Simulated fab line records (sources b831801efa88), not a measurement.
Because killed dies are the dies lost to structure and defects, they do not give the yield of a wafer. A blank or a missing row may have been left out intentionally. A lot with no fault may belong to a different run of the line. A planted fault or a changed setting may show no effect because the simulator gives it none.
Which of the tools did it? ; flow sky130 ; 7 lots, 19 wafers sampled, at 1 step of a route of 708

## WHAT THE GAUGES SHOWED, per wafer
SKY_LI_CONTACT_OVL_MEAS_13.
lot;measured;on;LI_CONTACT_OVL (nm)
L708;day 28 21:50;overlay-02;-2 -8 -5
L711;day 30 05:42;overlay-02;3 0 0
L713;day 30 15:21;overlay-01;1 0 4
L717;day 32 04:11;overlay-01;3 0 3
L720;day 33 20:54;overlay-01;-4 -4 -11
L724;day 35 14:52;overlay-02;3 4
L727;day 36 22:36;overlay-01;-7 -4

## WHAT TOOL EACH LOT RAN ON (gives the tool, then ch and the chambers of the sampled wafers, and finally the start)
The record holds no process step before these readings.

## THE ANSWER, worked out from the rows above alone
Rule: the usual values come from the lots themselves. The widest of any qualifying gaps counts: lots, ordered by their means at a reading, are off when they make up no more than a third of the lots, leave a main group of 4 or more, and stand apart from it by 3 or more times the standard deviation of that group's means. The tables above print the reading to a certain number of digits; a main group whose means all agree to those digits is not used. Also off: a lot with no number at a reading for which 4 or more lots have one. All remaining lots with rows at the step are treated as sound.
No lot is off on any of the readings shown, so nothing can be concluded from this.

## WHAT THE SIMULATOR HAD PUT IN
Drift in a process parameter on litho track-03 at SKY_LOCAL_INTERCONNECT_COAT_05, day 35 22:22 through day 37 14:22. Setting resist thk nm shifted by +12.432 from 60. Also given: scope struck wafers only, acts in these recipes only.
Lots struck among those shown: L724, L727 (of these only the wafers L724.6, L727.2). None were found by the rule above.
